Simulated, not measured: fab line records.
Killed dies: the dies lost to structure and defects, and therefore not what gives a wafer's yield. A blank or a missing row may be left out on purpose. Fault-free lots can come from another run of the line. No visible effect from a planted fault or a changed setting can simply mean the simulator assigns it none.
Which of the tools did it? | flow gf180mcu | Sampling: 13 lots, 39 wafers, 5 of 602 route steps

## WHAT THE GAUGES READ, wafer by wafer
GF_DUAL_GATE_OVL_MEAS_11. Usual: DUAL_GATE_OVL typically reads -0.6 nm, with standard deviation 1.6.
lot  | measured     | on         | DUAL_GATE_OVL (nm) | flag
L101 | day 8 12:28  | overlay-01 | -2.3 -1.7 -1.7     | 
L102 | day 8 17:26  | overlay-01 | 1.3 1.2 2.2        | 
L104 | day 9 05:31  | overlay-02 | -1.1 -1.0 -0.5     | 
L106 | day 9 17:52  | overlay-01 | 0.6 0.2 0.8        | 
L107 | day 9 23:50  | overlay-02 | -1.5 -3.0 -0.8     | 
L108 | day 10 11:43 | overlay-01 | -2.5 -1.2 -0.4     | 
L109 | day 10 13:21 | overlay-01 | -0.7 -0.2 -1.1     | 
L110 | day 10 18:45 | overlay-02 | -2.7 -1.8 -3.0     | 
L111 | day 11 06:41 | overlay-02 | -3.4 -0.7 -0.5     | 
L112 | day 11 13:35 | overlay-01 | - - -              | OFF
L122 | day 14 13:11 | overlay-01 | 0.4 1.4 -1.0       | 
L123 | day 14 18:50 | overlay-01 | -0.6 -0.3 -1.3     | 
L124 | day 15 01:11 | overlay-02 | -2.7 -2.0 -3.2     | 

GF_CONTACT_THK_MEAS_03. Usual: CONTACT_CVD_02_THK typically reads 857 nm, with standard deviation 14.
lot  | measured     | on           | CONTACT_CVD_02_THK (nm) | flag
L101 | day 15 10:35 | filmMetro-01 | 845 845 852             | 
L102 | day 15 16:08 | filmMetro-04 | 856 880 882             | 
L104 | day 16 08:20 | filmMetro-04 | 844 846 858             | 
L106 | day 17 00:48 | filmMetro-02 | 847 852 862             | 
L107 | day 17 08:17 | filmMetro-02 | 861 868 869             | 
L108 | day 17 22:52 | filmMetro-04 | 867 866 876             | 
L109 | day 17 23:58 | filmMetro-01 | 854 852 867             | 
L110 | day 18 04:29 | filmMetro-04 | 861 872 874             | 
L111 | day 18 22:10 | filmMetro-02 | 834 864 861             | 
L122 | day 23 00:09 | filmMetro-01 | 879 876 885             | 
L123 | day 23 02:05 | filmMetro-02 | 843 853 867             | 
L124 | day 23 13:29 | filmMetro-04 | 859 868 884             | 

## WHAT TOOL EACH LOT RAN ON (gives the tool, then ch and the chambers of the sampled wafers, and finally the start)
lot  | GF_DUAL_GATE_EXPOSE_08             | GF_HV_LDD_STRIP_22                  | GF_SAB_ETCH_11
L101 | ilineStepper-01 ch 0, day 8 04:20  | plasmaAsher-03 ch 0,1, day 11 00:47 | rieDiel-04 ch 0,2,3, day 15 09:20
L102 | ilineStepper-02 ch 0, day 8 09:06  | plasmaAsher-03 ch 0,1, day 11 05:10 | rieDiel-04 ch 1,2,3, day 15 15:01
L104 | ilineStepper-01 ch 0, day 8 21:15  | plasmaAsher-03 ch 0,1, day 11 19:28 | rieDiel-01 ch 1,3, day 16 07:16
L106 | ilineStepper-02 ch 0, day 9 09:12  | plasmaAsher-01 ch 0,1, day 12 07:57 | rieDiel-03 ch 0,2, day 16 23:43
L107 | ilineStepper-01 ch 0, day 9 15:49  | plasmaAsher-01 ch 0,1, day 12 15:15 | rieDiel-03 ch 0,1,3, day 17 07:07
L108 | ilineStepper-01 ch 0, day 10 03:02 | plasmaAsher-01 ch 0,1, day 13 04:08 | rieDiel-04 ch 1,2,3, day 17 21:49
L109 | ilineStepper-01 ch 0, day 10 04:22 | plasmaAsher-01 ch 0,1, day 13 04:27 | rieDiel-01 ch 1,2, day 17 22:55
L110 | ilineStepper-01 ch 0, day 10 10:03 | plasmaAsher-04 ch 0,1, day 13 09:46 | rieDiel-03 ch 1,2,3, day 18 03:26
L111 | ilineStepper-01 ch 0, day 10 21:29 | plasmaAsher-03 ch 0,1, day 13 23:48 | rieDiel-03 ch 1,2,3, day 18 21:07
L112 | ilineStepper-02 ch 0, day 11 04:03 | -                                   | -
L122 | ilineStepper-02 ch 0, day 14 02:43 | plasmaAsher-04 ch 0,1, day 17 17:20 | rieDiel-01 ch 1,2,3, day 22 23:05
L123 | ilineStepper-02 ch 0, day 14 08:18 | plasmaAsher-03 ch 0,1, day 17 21:25 | rieDiel-01 ch 1,2,3, day 23 01:02
L124 | ilineStepper-02 ch 0, day 14 15:05 | plasmaAsher-01 ch 0,1, day 18 06:46 | rieDiel-01 ch 1,2,3, day 23 12:22
- GF_DUAL_GATE_EXPOSE_08: exposes mask Dualgate, target cd 700 nm.
- GF_HV_LDD_STRIP_22: strips in O2/N2.
- GF_SAB_ETCH_11: etches SiO2 in C4F8/O2/Ar, target depth 55 nm, time 8.5 s.

## AS READ BY THE TOOLS THEMSELVES (means over the sampled wafers that have a number; for cases with no such wafer, the mark the record gives instead)
GF_HV_LDD_STRIP_22. Usual: drypumpMotorCurrentA 5.7 A, standard deviation 0.49; heaterPowerW 316 W, standard deviation 24; oesProductAu 0.716 a.u., standard deviation 0.0046; stripTimeToEndpointS 12.64 s, standard deviation 0.036.
lot  | tool           | drypumpMotorCurrentA (A) | heaterPowerW (W) | oesProductAu (a.u.) | stripTimeToEndpointS (s) | flag
L101 | plasmaAsher-03 | 5.2                      | 337              | 0.721               | 12.63                    | 
L102 | plasmaAsher-03 | 5.3                      | 341              | 0.716               | 12.64                    | 
L104 | plasmaAsher-03 | 5.6                      | 346              | 0.717               | 12.62                    | 
L106 | plasmaAsher-01 | 5.9                      | 295              | 0.721               | 12.63                    | 
L107 | plasmaAsher-01 | 5.9                      | 297              | 0.715               | 12.68                    | 
L108 | plasmaAsher-01 | 5.9                      | 296              | 0.719               | 12.66                    | 
L109 | plasmaAsher-01 | 5.9                      | 295              | 0.719               | 12.67                    | 
L110 | plasmaAsher-04 | 5.3                      | 315              | 0.719               | 12.66                    | 
L111 | plasmaAsher-03 | 5.3                      | 337              | 0.713               | 12.65                    | 
L122 | plasmaAsher-04 | 5.4                      | 324              | 0.715               | 12.68                    | 
L123 | plasmaAsher-03 | 5.3                      | 337              | 0.716               | 12.62                    | 
L124 | plasmaAsher-01 | 5.9                      | 295              | 0.719               | 12.66                    | 

GF_SAB_ETCH_11. Usual: oesProductAu reads 1.002 a.u. (standard deviation 0.013).
lot  | tool       | oesProductAu (a.u.) | flag
L101 | rieDiel-04 | 1.006               | 
L102 | rieDiel-04 | 1.012               | 
L104 | rieDiel-01 | 1.002               | 
L106 | rieDiel-03 | 1.016               | 
L107 | rieDiel-03 | 1.004               | 
L108 | rieDiel-04 | 1.020               | 
L109 | rieDiel-01 | 0.983               | 
L110 | rieDiel-03 | 0.998               | 
L111 | rieDiel-03 | 0.999               | 
L122 | rieDiel-01 | 0.998               | 
L123 | rieDiel-01 | 0.992               | 
L124 | rieDiel-01 | 0.990               | 

## THE ANSWER, worked out from the rows above alone
Rule: a lot counts as off when the mean over its wafers that have a number is more than 3 standard deviations away from the usual mean. A lot without any number at a reading at which 4 lots or more have one is off too. The other lots that the step has rows for count as sound. The gauges are gone through in route order, then the tools' own readings, and for those a lot's mean is taken as printed above. At the first step where some lot is off, the reading lying furthest off is the one used; lots without a number count as furthest.
Off: L112, seen at GF_DUAL_GATE_OVL_MEAS_11 (DUAL_GATE_OVL). Without a number there: L112.
A tool fits if, at a process step before that reading, it ran every lot that is off, and no sound lot after the first of them. Gauges at GF_DUAL_GATE_OVL_MEAS_11: tried the same way as those tools. None of those tried fits.

## WHAT WAS PUT IN BY THE SIMULATOR
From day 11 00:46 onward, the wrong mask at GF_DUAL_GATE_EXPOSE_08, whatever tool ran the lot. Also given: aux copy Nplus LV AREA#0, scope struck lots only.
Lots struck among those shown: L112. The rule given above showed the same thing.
